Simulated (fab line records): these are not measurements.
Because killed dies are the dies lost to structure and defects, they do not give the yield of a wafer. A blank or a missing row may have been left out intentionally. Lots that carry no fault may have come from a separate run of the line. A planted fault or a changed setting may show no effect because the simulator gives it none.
fab line records | flow sky130
record lots=5 | wafers=15 | last_day=49
route steps=708 shown SD_P@328 RES_XHIGH@332 SD_N@342 SALICIDE@361 LI_CONTACT@362 PAD_OPEN@708
lots that met no fault: taken from a fault-free run of the same line
start_h: start of the lot's first displayed wafer, in hours after the record's first day | wait_h: how many hours have passed since the lot's step before this one | " same as the row above | L1.1+2: a row that stands for several wafers | - no value present, or no start provided | * or withheld: withheld | < > ~ a bound
route shown NAME@n: names a module that has steps shown in the file, with the first one's number in the route | usual: the fault-free wafers' mean and standard deviation | same: alike in all rows | chamber/n: place in a boat | sites: the reading at each site | _std_site: how widely they spread, as a standard deviation | _edge_site: mean of outer sites minus mean of inner sites | radius_mm: how far each site lies from the wafer's centre | mask NAME#n: copy n | behind: the last tool/chamber to shape the wafer | hold: why the lot was held/for how many hours/how that ended | device: whichever transistor did not switch (one of n, p or np) | end of line: the tests these same wafers got at the end of their route | a step without rows: its recipe alone | killed: not the wafer's yield, but the dies lost to structure and defects at the first sort | map: a wafer's dies, marking killed ones x, the rest . and places with no die _
set.NAME: the run value of the setting; set.NAME@STEP: its run value at that earlier step | model.NAME: the simulator's own value behind a step, which no gauge read
lots at selected steps of the route; one table per step, one row per wafer
services: a tool's chamber out of use, with start hour (start_h, from the record's first day; less than 0 if before it), hours out, and reason
## steps
# step SKY_SD_P_OVL_MEAS_08
# usual SD_P_OVL=0.9/1.3
lot.wafer | tool       | chamber | start_h | wait_h | SD_P_OVL[nm]
L564.1    | overlay-02 | -       | 608.89  | 0.1    | -0.6
L564.3    | "          | -       | "       | "      | 1.4
L564.4    | "          | -       | "       | "      | -1.1
L567.1    | overlay-02 | -       | 645.14  | 0.1    | 0.7
L567.4    | "          | -       | "       | "      | -0.1
L567.5    | "          | -       | "       | "      | 0.5
L573.1    | overlay-02 | -       | 685.53  | 0.1    | 0.7
L573.4    | "          | -       | "       | "      | 0.4
L573.5    | "          | -       | "       | "      | 1.7
L574.2    | overlay-02 | -       | 714.24  | 0.1    | 0.1
L574.4    | "          | -       | "       | "      | -0.1
L574.6    | "          | -       | "       | "      | 0.9
L579.1    | overlay-01 | -       | 737.14  | 0.1    | 0.9
L579.5    | "          | -       | "       | "      | 2.4
L579.6    | "          | -       | "       | "      | 1.0
# step SKY_SD_P_IMPLANT_09
# recipe species=BF2 | energy_kev=20 | dose_cm2=3e+15 | tilt_deg=0
# step SKY_SD_P_STRIP_10
# recipe chemistry=O2/N2 | power_w=1400 | pressure_mtorr=1500 | platen_temp_c=withheld | o2_flow_sccm=3000 | n2_flow_sccm=300 | overash_fraction=0.5
# usual drypump_motor_current_A=6.0/0.55 | n2_flow_sccm=300.1/0.79 | oes_product_au=0.618/0.0045 | strip_time_to_endpoint_s=17.51/0.038
lot.wafer | tool            | chamber | start_h | wait_h | drypump_motor_current_A | n2_flow_sccm | oes_product_au | rf_hours_counter_h | strip_time_to_endpoint_s
L564.1    | plasma_asher-04 | 0       | 609.11  | 0.1    | 6.6                     | 300.2        | 0.616          | 79                 | 17.48
L564.3    | "               | 1       | "       | "      | 6.7                     | 298.6        | 0.620          | -                  | 17.52
L564.4    | "               | 0       | "       | "      | 6.6                     | 301.3        | 0.617          | -                  | 17.47
L567.1    | plasma_asher-04 | 0       | 645.33  | 0.1    | 6.6                     | 301.6        | 0.621          | 82                 | 17.43
L567.4    | "               | 1       | "       | "      | 6.7                     | 300.1        | 0.614          | -                  | 17.45
L567.5    | "               | 0       | "       | "      | 6.6                     | 301.1        | 0.613          | -                  | 17.45
L573.1    | plasma_asher-02 | 1       | 685.72  | 0.1    | 5.7                     | 299.3        | 0.620          | 25                 | 17.56
L573.4    | "               | 1       | "       | "      | 5.7                     | 298.4        | 0.613          | -                  | 17.54
L573.5    | "               | 1       | "       | "      | 5.7                     | 299.4        | 0.622          | -                  | 17.57
L574.2    | plasma_asher-04 | 1       | 714.42  | 0.1    | 6.7                     | 299.4        | 0.618          | 90                 | 17.50
L574.4    | "               | 1       | "       | "      | 6.7                     | 301.2        | 0.614          | -                  | 17.47
L574.6    | "               | 1       | "       | "      | 6.7                     | 299.5        | 0.628          | -                  | 17.49
L579.1    | plasma_asher-02 | 1       | 737.33  | 0.1    | 5.7                     | 299.3        | 0.621          | 30                 | 17.49
L579.5    | "               | 0       | "       | "      | 5.7                     | 299.4        | 0.610          | -                  | 17.43
L579.6    | "               | 1       | "       | "      | 5.7                     | 300.6        | 0.617          | -                  | 17.45
# step SKY_SD_P_TW_MEAS_11
# usual SD_P_TW=2826/25
lot.wafer | tool          | chamber | start_h | wait_h | SD_P_TW
L564.1    | film_metro-01 | -       | 609.21  | 0.1    | 2828
L564.3    | "             | -       | "       | "      | 2824
L564.4    | "             | -       | "       | "      | 2818
L567.1    | film_metro-02 | -       | 645.43  | 0.1    | 2866
L567.4    | "             | -       | "       | "      | 2864
L567.5    | "             | -       | "       | "      | 2853
L573.1    | film_metro-03 | -       | 685.82  | 0.1    | 2790
L573.4    | "             | -       | "       | "      | 2784
L573.5    | "             | -       | "       | "      | 2785
L574.2    | film_metro-01 | -       | 714.53  | 0.1    | 2815
L574.4    | "             | -       | "       | "      | 2829
L574.6    | "             | -       | "       | "      | 2815
L579.1    | film_metro-01 | -       | 737.43  | 0.1    | 2841
L579.5    | "             | -       | "       | "      | 2846
L579.6    | "             | -       | "       | "      | 2852
# step SKY_RES_XHIGH_DEHYDRATE_00
# recipe temp_c=200 | time_s=60
# step SKY_RES_XHIGH_HMDS_01
# recipe prime_time_s=60 | prime_temp_c=120
# step SKY_RES_XHIGH_COAT_02
# recipe resist=NOVOLAK | spin_rpm=3000 | resist_thk_nm=1140
# step SKY_RES_XHIGH_SOFTBAKE_03
# recipe temp_c=90 | time_s=60 | resist=NOVOLAK
# step SKY_RES_XHIGH_EXPOSE_04
# recipe mask_id=URPM | na=0.6 | source_shape=conventional | sigma_outer=0.6 | polarization=unpolarized | target_cd_nm=1270 | dose_mj=140
# step SKY_RES_XHIGH_PEB_05
# recipe temp_c=withheld | time_s=* | resist=NOVOLAK
# step SKY_RES_XHIGH_DEVELOP_06
# recipe resist=NOVOLAK | developer=TMAH | develop_time_s=60 | dev_temp_c=23
# step SKY_RES_XHIGH_IMPLANT_07
# recipe species=BF2 | energy_kev=20 | dose_cm2=3.6e+14 | tilt_deg=0
# step SKY_RES_XHIGH_STRIP_08
# recipe chemistry=O2/N2 | power_w=1400 | pressure_mtorr=1500 | platen_temp_c=withheld | o2_flow_sccm=3000 | n2_flow_sccm=300 | overash_fraction=0.5
# usual drypump_motor_current_A=6.0/0.72 | n2_flow_sccm=300.1/0.82 | oes_product_au=0.711/0.0042 | strip_time_to_endpoint_s=14.28/0.043
lot.wafer | tool            | chamber | start_h | wait_h | drypump_motor_current_A | n2_flow_sccm | oes_product_au | rf_hours_counter_h | strip_time_to_endpoint_s
L564.1    | plasma_asher-04 | 1       | 638.26  | 0.1    | 6.7                     | 300.9        | 0.712          | 81                 | 14.30
L564.3    | "               | 0       | "       | "      | 6.6                     | 300.0        | 0.708          | -                  | 14.30
L564.4    | "               | 1       | "       | "      | 6.7                     | 299.6        | 0.717          | -                  | 14.32
L567.1    | plasma_asher-04 | 0       | 673.86  | 0.1    | 6.6                     | 299.9        | 0.713          | 85                 | 14.32
L567.4    | "               | 0       | "       | "      | 6.6                     | 299.5        | 0.713          | -                  | 14.32
L567.5    | "               | 0       | "       | "      | 6.6                     | 300.5        | 0.716          | -                  | 14.30
L573.1    | plasma_asher-04 | 1       | 713.61  | 0.1    | 6.7                     | 300.8        | 0.716          | 90                 | 14.27
L573.4    | "               | 0       | "       | "      | 6.6                     | 299.6        | 0.706          | -                  | 14.27
L573.5    | "               | 1       | "       | "      | 6.7                     | 300.5        | 0.715          | -                  | 14.26
L574.2    | plasma_asher-02 | 1       | 741.36  | 0.1    | 5.7                     | 301.5        | 0.710          | 31                 | 14.31
L574.4    | "               | 0       | "       | "      | 5.7                     | 299.5        | 0.712          | -                  | 14.34
L574.6    | "               | 0       | "       | "      | 5.7                     | 300.9        | 0.721          | -                  | 14.29
L579.1    | plasma_asher-04 | 1       | 764.51  | 0.1    | 6.7                     | 299.0        | 0.711          | 95                 | 14.18
L579.5    | "               | 0       | "       | "      | 6.6                     | 299.1        | 0.708          | -                  | 14.25
L579.6    | "               | 1       | "       | "      | 6.7                     | 299.4        | 0.711          | -                  | 14.23
# step SKY_RES_XHIGH_TW_MEAS_09
# usual RES_XHIGH_TW=1644/15
lot.wafer | tool          | chamber | start_h | wait_h | RES_XHIGH_TW
L564.1    | film_metro-02 | -       | 638.36  | 0.1    | 1665
L564.3    | "             | -       | "       | "      | 1654
L564.4    | "             | -       | "       | "      | 1669
L567.1    | film_metro-02 | -       | 673.96  | 0.1    | 1659
L567.4    | "             | -       | "       | "      | 1662
L567.5    | "             | -       | "       | "      | 1654
L573.1    | film_metro-01 | -       | 713.71  | 0.1    | 1647
L573.4    | "             | -       | "       | "      | 1642
L573.5    | "             | -       | "       | "      | 1641
L574.2    | film_metro-02 | -       | 741.47  | 0.1    | 1654
L574.4    | "             | -       | "       | "      | 1654
L574.6    | "             | -       | "       | "      | 1651
L579.1    | film_metro-02 | -       | 764.61  | 0.1    | 1664
L579.5    | "             | -       | "       | "      | 1657
L579.6    | "             | -       | "       | "      | 1662
# step SKY_SD_N_DEHYDRATE_00
# recipe temp_c=200 | time_s=60
# step SKY_SD_N_HMDS_01
# recipe prime_time_s=60 | prime_temp_c=120
# step SKY_SD_N_COAT_02
# recipe resist=NOVOLAK | spin_rpm=3000 | resist_thk_nm=1140
# step SKY_SD_N_SOFTBAKE_03
# recipe temp_c=90 | time_s=60 | resist=NOVOLAK
# step SKY_SD_N_EXPOSE_04
# recipe mask_id=NSDM | na=0.6 | source_shape=conventional | sigma_outer=0.6 | polarization=unpolarized | target_cd_nm=380 | dose_mj=141
# step SKY_SD_N_PEB_05
# recipe temp_c=withheld | time_s=* | resist=NOVOLAK
# step SKY_SD_N_DEVELOP_06
# recipe resist=NOVOLAK | developer=TMAH | develop_time_s=60 | dev_temp_c=23
# step SKY_SD_N_CD_MEAS_07
# recipe target_cd_nm=380
# usual cd_nm=380.1/2.2
lot.wafer | tool      | chamber | start_h | wait_h | cd_nm
L564.1    | cd_sem-02 | -       | 666.22  | 0.1    | 380.1
L564.3    | "         | -       | "       | "      | 381.6
L564.4    | "         | -       | "       | "      | 378.4
L567.1    | cd_sem-02 | -       | 701.82  | 0.1    | 383.1
L567.4    | "         | -       | "       | "      | 385.8
L567.5    | "         | -       | "       | "      | 383.4
L573.1    | cd_sem-02 | -       | 740.52  | 0.1    | 379.3
L573.4    | "         | -       | "       | "      | 380.5
L573.5    | "         | -       | "       | "      | 378.8
L574.2    | cd_sem-02 | -       | 768.28  | 0.1    | 377.0
L574.4    | "         | -       | "       | "      | 378.0
L574.6    | "         | -       | "       | "      | 379.2
L579.1    | cd_sem-01 | -       | 790.22  | 0.2    | 378.4
L579.5    | "         | -       | "       | "      | 378.9
L579.6    | "         | -       | "       | "      | 380.1
# step SKY_SD_N_OVL_MEAS_08
# usual SD_N_OVL=0.4/1.3
lot.wafer | tool       | chamber | start_h | wait_h | SD_N_OVL[nm]
L564.1    | overlay-01 | -       | 666.34  | 0.1    | 0.3
L564.3    | "          | -       | "       | "      | 1.1
L564.4    | "          | -       | "       | "      | -0.6
L567.1    | overlay-02 | -       | 701.94  | 0.1    | -0.9
L567.4    | "          | -       | "       | "      | 0.9
L567.5    | "          | -       | "       | "      | 0.1
L573.1    | overlay-01 | -       | 740.64  | 0.1    | 2.4
L573.4    | "          | -       | "       | "      | 2.0
L573.5    | "          | -       | "       | "      | 1.4
L574.2    | overlay-02 | -       | 768.38  | 0.1    | 1.8
L574.4    | "          | -       | "       | "      | 3.4
L574.6    | "          | -       | "       | "      | 1.9
L579.1    | overlay-02 | -       | 790.34  | 0.1    | 0.4
L579.5    | "          | -       | "       | "      | 0.9
L579.6    | "          | -       | "       | "      | 0.7
# step SKY_SD_N_IMPLANT_09
# recipe species=As | energy_kev=50 | dose_cm2=4e+15 | tilt_deg=0
# step SKY_SD_N_IMPLANT_10
# recipe species=P | energy_kev=20 | dose_cm2=1e+14 | tilt_deg=0
# step SKY_SD_N_STRIP_11
# recipe chemistry=O2/N2 | power_w=1400 | pressure_mtorr=1500 | platen_temp_c=withheld | o2_flow_sccm=3000 | n2_flow_sccm=300 | overash_fraction=0.5
# usual drypump_motor_current_A=5.5/0.64 | n2_flow_sccm=299.9/0.93 | oes_product_au=0.527/0.0042 | strip_time_to_endpoint_s=22.55/0.04
lot.wafer | tool            | chamber | start_h | wait_h | drypump_motor_current_A | n2_flow_sccm | oes_product_au | rf_hours_counter_h | strip_time_to_endpoint_s
L564.1    | plasma_asher-02 | 1       | 666.68  | 0.1    | 5.6                     | 301.5        | 0.529          | 23                 | 22.61
L564.3    | "               | 1       | "       | "      | 5.7                     | 300.4        | 0.529          | -                  | 22.61
L564.4    | "               | 0       | "       | "      | 5.7                     | 299.9        | 0.535          | -                  | 22.59
L567.1    | plasma_asher-01 | 1       | 702.28  | 0.1    | 6.2                     | 299.6        | 0.521          | 57                 | 22.53
L567.4    | "               | 1       | "       | "      | 6.3                     | 299.1        | 0.526          | -                  | 22.51
L567.5    | "               | 0       | "       | "      | 4.7                     | 300.5        | 0.525          | -                  | 22.55
L573.1    | plasma_asher-01 | 0       | 740.97  | 0.1    | 4.7                     | 300.2        | 0.531          | 61                 | 22.51
L573.4    | "               | 0       | "       | "      | 4.7                     | 300.0        | 0.517          | -                  | 22.52
L573.5    | "               | 1       | "       | "      | 6.3                     | 300.8        | 0.532          | -                  | 22.55
L574.2    | plasma_asher-01 | 0       | 768.71  | 0.1    | 4.7                     | 299.4        | 0.527          | 64                 | 22.54
L574.4    | "               | 0       | "       | "      | 4.7                     | 298.8        | 0.528          | -                  | 22.56
L574.6    | "               | 1       | "       | "      | 6.3                     | 300.0        | 0.524          | -                  | 22.52
L579.1    | plasma_asher-02 | 0       | 790.68  | 0.1    | 5.7                     | 300.7        | 0.529          | 35                 | 22.56
L579.5    | "               | 1       | "       | "      | 5.7                     | 297.7        | 0.529          | -                  | 22.58
L579.6    | "               | 0       | "       | "      | 5.7                     | 300.0        | 0.531          | -                  | 22.53
# step SKY_SD_N_TW_MEAS_12
# usual SD_N_TW=3977/37
lot.wafer | tool          | chamber | start_h | wait_h | SD_N_TW
L564.1    | film_metro-02 | -       | 666.78  | 0.1    | 4007
L564.3    | "             | -       | "       | "      | 3986
L564.4    | "             | -       | "       | "      | 3995
L567.1    | film_metro-03 | -       | 702.38  | 0.1    | 3950
L567.4    | "             | -       | "       | "      | 3929
L567.5    | "             | -       | "       | "      | 3944
L573.1    | film_metro-02 | -       | 741.07  | 0.1    | 4019
L573.4    | "             | -       | "       | "      | 4020
L573.5    | "             | -       | "       | "      | 4042
L574.2    | film_metro-02 | -       | 768.82  | 0.1    | 4036
L574.4    | "             | -       | "       | "      | 4052
L574.6    | "             | -       | "       | "      | 4046
L579.1    | film_metro-03 | -       | 790.78  | 0.1    | 3940
L579.5    | "             | -       | "       | "      | 3948
L579.6    | "             | -       | "       | "      | 3942
# step SKY_SD_N_CLEAN_13
# recipe chemistry=SC1/SC2 | mix=1:4:20 | temp_c=70 | time_s=150 | dry=n2_spin
# step SKY_SD_N_RTA_14
# recipe temp_c=1075 | time_s=2 | idle_temp_c=650 | ramp_up_c_per_s=150 | ramp_down_c_per_s=90 | ambient=N2
# usual lamp_power_pct=15.74/0.055 | wafer_temp_C_max=1078.0/1.3
lot.wafer | tool          | chamber | start_h | wait_h | lamp_power_pct | wafer_temp_C_max
L564.1    | rtp_anneal-01 | 0       | 666.89  | 0.0    | 15.78          | 1075.7
L564.3    | "             | 0       | "       | "      | 15.74          | 1077.5
L564.4    | "             | 0       | "       | "      | 15.78          | 1077.5
L567.1    | rtp_anneal-02 | 0       | 702.49  | 0.0    | 15.79          | 1078.4
L567.4    | "             | 0       | "       | "      | 15.86          | 1078.5
L567.5    | "             | 0       | "       | "      | 15.72          | 1077.7
L573.1    | rtp_anneal-02 | 0       | 741.18  | 0.0    | 15.77          | 1077.2
L573.4    | "             | 0       | "       | "      | 15.72          | 1077.2
L573.5    | "             | 0       | "       | "      | 15.69          | 1078.6
L574.2    | rtp_anneal-02 | 0       | 768.94  | 0.0    | 15.81          | 1077.8
L574.4    | "             | 0       | "       | "      | 15.76          | 1077.5
L574.6    | "             | 0       | "       | "      | 15.75          | 1077.6
L579.1    | rtp_anneal-02 | 0       | 790.89  | 0.0    | 15.76          | 1078.3
L579.5    | "             | 0       | "       | "      | 15.72          | 1078.0
L579.6    | "             | 0       | "       | "      | 15.77          | 1080.5
# step SKY_SD_N_RS_MEAS_16
# recipe thk_meas_gauge=four-point-probe
# usual SD_N_RS=68.59/0.13
lot.wafer | tool          | chamber | start_h | wait_h | SD_N_RS[ohm/sq]
L564.1    | film_metro-01 | -       | 667.06  | 0.1    | 68.58
L564.3    | "             | -       | "       | "      | 68.70
L564.4    | "             | -       | "       | "      | 68.60
L567.1    | film_metro-02 | -       | 702.66  | 0.1    | 68.70
L567.4    | "             | -       | "       | "      | 68.76
L567.5    | "             | -       | "       | "      | 68.85
L573.1    | film_metro-01 | -       | 741.35  | 0.1    | 68.64
L573.4    | "             | -       | "       | "      | 68.56
L573.5    | "             | -       | "       | "      | 68.65
L574.2    | film_metro-01 | -       | 769.17  | 0.1    | 68.63
L574.4    | "             | -       | "       | "      | 68.40
L574.6    | "             | -       | "       | "      | 68.54
L579.1    | film_metro-01 | -       | 791.06  | 0.1    | 68.61
L579.5    | "             | -       | "       | "      | 68.74
L579.6    | "             | -       | "       | "      | 68.57
# step SKY_SD_N_RS_MEAS_17
# recipe thk_meas_gauge=four-point-probe
# usual SD_P_RS=147.1/0.38
lot.wafer | tool          | chamber | start_h | wait_h | SD_P_RS[ohm/sq]
L564.1    | film_metro-01 | -       | 667.18  | 0.1    | 146.8
L564.3    | "             | -       | "       | "      | 146.9
L564.4    | "             | -       | "       | "      | 147.1
L567.1    | film_metro-02 | -       | 702.78  | 0.1    | 147.8
L567.4    | "             | -       | "       | "      | 147.2
L567.5    | "             | -       | "       | "      | 146.9
L573.1    | film_metro-01 | -       | 741.47  | 0.1    | 146.8
L573.4    | "             | -       | "       | "      | 147.1
L573.5    | "             | -       | "       | "      | 147.3
L574.2    | film_metro-01 | -       | 769.29  | 0.1    | 146.9
L574.4    | "             | -       | "       | "      | 146.6
L574.6    | "             | -       | "       | "      | 147.3
L579.1    | film_metro-01 | -       | 791.18  | 0.1    | 146.8
L579.5    | "             | -       | "       | "      | 147.4
L579.6    | "             | -       | "       | "      | 147.0
# step SKY_SD_N_RS_MEAS_18
# recipe thk_meas_gauge=four-point-probe
# usual RES_XHIGH_RS=333.4/1.5
lot.wafer | tool          | chamber | start_h | wait_h | RES_XHIGH_RS[ohm/sq]
L564.1    | film_metro-01 | -       | 667.30  | 0.1    | 334.3
L564.3    | "             | -       | "       | "      | 333.4
L564.4    | "             | -       | "       | "      | 332.0
L567.1    | film_metro-02 | -       | 702.90  | 0.1    | 335.1
L567.4    | "             | -       | "       | "      | 334.3
L567.5    | "             | -       | "       | "      | 333.9
L573.1    | film_metro-01 | -       | 741.59  | 0.1    | 333.1
L573.4    | "             | -       | "       | "      | 330.8
L573.5    | "             | -       | "       | "      | 331.0
L574.2    | film_metro-01 | -       | 769.41  | 0.1    | 333.5
L574.4    | "             | -       | "       | "      | 333.7
L574.6    | "             | -       | "       | "      | 334.6
L579.1    | film_metro-01 | -       | 791.30  | 0.1    | 334.7
L579.5    | "             | -       | "       | "      | 334.9
L579.6    | "             | -       | "       | "      | 335.3
# step SKY_SALICIDE_CLEAN_00
# recipe chemistry=HF-last | time_s=30 | dilution=100:1 | dry=ipa_marangoni
# step SKY_LI_CONTACT_HDPCVD_00
# recipe material=PSG | target_thk_nm=930 | sigma_open_frac=0.3 | time_s=155 | temp_c=600 | sih4_flow_sccm=60 | pressure_mtorr=6
# step SKY_LI_CONTACT_THK_MEAS_01
# recipe reads=PSG_of_LI_CONTACT_HDPCVD_00
# usual LI_CONTACT_HDPCVD_THK=927/9.2
lot.wafer | tool          | chamber | start_h | wait_h | LI_CONTACT_HDPCVD_THK[nm]
L564.1    | film_metro-02 | -       | 667.54  | 0.1    | 922
L564.3    | "             | -       | "       | "      | 930
L564.4    | "             | -       | "       | "      | 920
L567.1    | film_metro-03 | -       | 703.14  | 0.1    | 953
L567.4    | "             | -       | "       | "      | 947
L567.5    | "             | -       | "       | "      | 934
L573.1    | film_metro-01 | -       | 741.83  | 0.1    | 936
L573.4    | "             | -       | "       | "      | 918
L573.5    | "             | -       | "       | "      | 931
L574.2    | film_metro-03 | -       | 769.64  | 0.1    | 924
L574.4    | "             | -       | "       | "      | 927
L574.6    | "             | -       | "       | "      | 925
L579.1    | film_metro-03 | -       | 791.54  | 0.1    | 923
L579.5    | "             | -       | "       | "      | 929
L579.6    | "             | -       | "       | "      | 924
# step SKY_LI_CONTACT_CMP_02
# recipe material=PSG | down_force_psi=4 | platen_rpm=60 | pad_velocity_m_s=0.94248
# usual motor_current_A=12.5/1.5 | time_to_endpoint_s=33.3/2.5
lot.wafer | tool   | chamber | start_h | wait_h | motor_current_A | time_to_endpoint_s
L564.3    | cmp-01 | 3       | 667.65  | 0.1    | 15.5            | 34.8
L564.4    | "      | 0       | "       | "      | 12.7            | 35.6
L564.1    | "      | 1       | "       | "      | 10.8            | 36.4
L567.4    | cmp-01 | 1       | 703.25  | 0.1    | 11.1            | 35.3
L567.1    | "      | 3       | "       | "      | 14.6            | 33.3
L567.5    | "      | 0       | "       | "      | 11.4            | 34.3
L573.1    | cmp-02 | 2       | 742.24  | 0.4    | 11.3            | 34.8
L573.4    | "      | 0       | "       | "      | 15.1            | 34.2
L573.5    | "      | 1       | "       | "      | 11.4            | 33.3
L574.4    | cmp-01 | 1       | 769.79  | 0.1    | 11.3            | 32.5
L574.2    | "      | 2       | "       | "      | 13.7            | 30.3
L574.6    | "      | 3       | "       | "      | 15.4            | 32.1
L579.1    | cmp-02 | 3       | 791.60  | 0.1    | 11.4            | 34.5
L579.5    | "      | 3       | "       | "      | 11.2            | 34.7
L579.6    | "      | 0       | "       | "      | 14.8            | 36.5
# step SKY_LI_CONTACT_BOW_MEAS_03
# recipe mode=bow
# usual LI_CONTACT_BOW=57/6.8
lot.wafer | tool          | chamber | start_h | wait_h | LI_CONTACT_BOW[um]
L564.1    | film_metro-02 | -       | 667.90  | 0.1    | 59
L564.3    | "             | -       | "       | "      | 61
L564.4    | "             | -       | "       | "      | 57
L567.1    | film_metro-02 | -       | 703.50  | 0.1    | 46
L567.4    | "             | -       | "       | "      | 63
L567.5    | "             | -       | "       | "      | 54
L573.1    | film_metro-03 | -       | 742.49  | 0.2    | 54
L573.4    | "             | -       | "       | "      | 59
L573.5    | "             | -       | "       | "      | 64
L574.2    | film_metro-01 | -       | 770.01  | 0.1    | 58
L574.4    | "             | -       | "       | "      | 58
L574.6    | "             | -       | "       | "      | 48
L579.1    | film_metro-01 | -       | 791.90  | 0.2    | 66
L579.5    | "             | -       | "       | "      | 62
L579.6    | "             | -       | "       | "      | 62
# step SKY_LI_CONTACT_DEHYDRATE_04
# recipe temp_c=200 | time_s=60
# step SKY_LI_CONTACT_HMDS_05
# recipe prime_time_s=60 | prime_temp_c=120
# step SKY_LI_CONTACT_COAT_06
# recipe resist=BARC | temp_c=withheld | time_s=withheld | spin_rpm=3000 | resist_thk_nm=60
# step SKY_LI_CONTACT_COAT_07
# recipe resist=KrF-thick | spin_rpm=3000 | resist_thk_nm=450
# step SKY_PAD_OPEN_PROBE_99
# usual killed_at_M0_to_M3=43/6.7 | killed_at_M4_up=3.2/1.9 | killed_at_contacts=24/5.9 | killed_at_front_end=15/4.1 | killed_at_other=0.3/0.56 | killed_dies=86/9.5 | killed_open=47/7.4 | killed_short=39/5.5
# same gross_dies=492 | killed_at_back_side=0
lot.wafer | tool      | chamber | start_h | wait_h | killed_at_M0_to_M3 | killed_at_M4_up | killed_at_contacts | killed_at_front_end | killed_at_other | killed_dies | killed_open | killed_short
L579.1    | prober-01 | -       | 1176.54 | 0.1    | 39                 | 4               | 15                 | 14                  | 30              | 102         | 40          | 32
L579.5    | prober-01 | -       | 1176.74 | 0.2    | 46                 | 3               | 32                 | 16                  | 0               | 97          | 56          | 41
L579.6    | prober-01 | -       | 1176.79 | 0.2    | 45                 | 5               | 22                 | 15                  | 30              | 117         | 49          | 38
# killed by level:class
L579.1 RES_XHIGH:unspecified=30 VIA2:geometric_particle:open=8 VIA1:geometric_particle:open=7 LOCAL_INTERCONNECT:geometric_particle:short=5 VIA1:geometric_particle:short=5 LI_CONTACT:geometric_particle:open=4 CONTACT:geometric_particle:open=4 FIELD_ISO:geometric_particle:short=3
L579.5 VIA2:geometric_particle:open=12 CONTACT:geometric_particle:open=10 VIA1:geometric_particle:open=9 LI_CONTACT:geometric_particle:open=8 LOCAL_INTERCONNECT:geometric_particle:short=8 METAL2:geometric_particle:short=5 VIA3:geometric_particle:open=5 FIELD_ISO:geometric_particle:short=4
L579.6 RES_XHIGH:unspecified=30 VIA1:geometric_particle:open=12 LI_CONTACT:geometric_particle:open=9 VIA2:geometric_particle:short=7 FIELD_ISO:geometric_particle:open=5 CONTACT:geometric_particle:open=5 FIELD_ISO:geometric_particle:short=4 VIA3:geometric_particle:open=4
# map L579.6 (x killed, . not)
__________........x._________
________.x......x....._______
______xx.x.x............_____
_____xx.x.xx.............____
____xxxxxx.x.xx...........___
___xxxxxx.xx......xx....x.x__
__.xxxxxxx.x.........xx....._
_.x.x.xx.xx..x.x........x....
_.....x...x..xx..............
_...x.x.x...x............x...
_........xx.xxx...x..x.x.x.x.
_..x.x.....x.x.........x.....
_........x.......x..x.....x..
_x..x..x..............xx.....
_.x.......x..xx.xx.........x.
__..x.................x.x..._
___..xx...............xx...__
____....x.....x.........xx___
_____..xxx......x..x..x..____
______.x..x............x_____
________.....x...x...x_______
__________.xx......._________
# map L573.4 (x killed, . not)
__________.........._________
________..x......x...._______
______...............x.x_____
_____............xxxxx...____
____.....x....x..x.x.....x___
___...x.................x..__
__.....x....x..x............_
_......x.................x...
_.x.x.x..x...xxx...x..x......
_.....x................xx....
_......x................x....
_...x..x..x........xx..x.....
_.........xxx.....x.x..x.....
_.x...x.............x...xx.x.
_...x..........xx..xx...x...x
__..........x....x.....xxx.._
___.......x...xx..x....xx.x__
____...............x......___
_____..x.x...............____
______.x.x........xxx..._____
________.x............_______
__________..x...x..._________
## services
tool            | chamber | start_h | hours | kind
plasma_asher-04 | -       | 600.74  | 2.0   | repair
cmp-02          | -       | 621.43  | 1.0   | repair
plasma_asher-02 | -       | 638.97  | 0.8   | repair
rtp_anneal-02   | -       | 641.78  | 0.6   | repair
plasma_asher-02 | -       | 644.50  | 14.6  | pm
cmp-01          | -       | 664.24  | 0.3   | repair
cmp-01          | -       | 679.46  | 0.3   | repair
cmp-01          | -       | 681.07  | 4.7   | repair
plasma_asher-01 | -       | 688.86  | 1.1   | repair
cmp-01          | -       | 739.81  | 4.4   | repair
cmp-01          | -       | 744.21  | 5.0   | pm
cmp-01          | -       | 749.21  | 4.0   | pm
cmp-01          | -       | 753.21  | -     | consumable_replace:conditioner
cmp-01          | -       | 753.21  | -     | consumable_replace:pad
plasma_asher-02 | -       | 758.76  | 0.7   | repair
cmp-01          | -       | 759.58  | 3.8   | repair
## key
first_sign step=SKY_PAD_OPEN_PROBE_99 | reading=killed_at_other | direction=up | sigmas=30 | usual=0.3 | struck=30
effect none on later readings
met_at SKY_RES_XHIGH_STRIP_08
struck_wafers L579.1,L579.6
tester_left_out L579
onset_between 713.61 764.51
fault kind=chamber_particle_source | tool=plasma_asher-04 | chamber=1 | onset_h=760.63 | steps=SKY_RES_XHIGH_STRIP_08 | rate_per_visit_cm2=0.44359 | end_h=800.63
# tester_left_out: of these lots the tester's yield and bins aren't shown, on N5 and GAA mostly nor the transistor test; their killed dies are dies lost to structure and defects alone, not to doping, threshold or leakage, so they don't give the yield
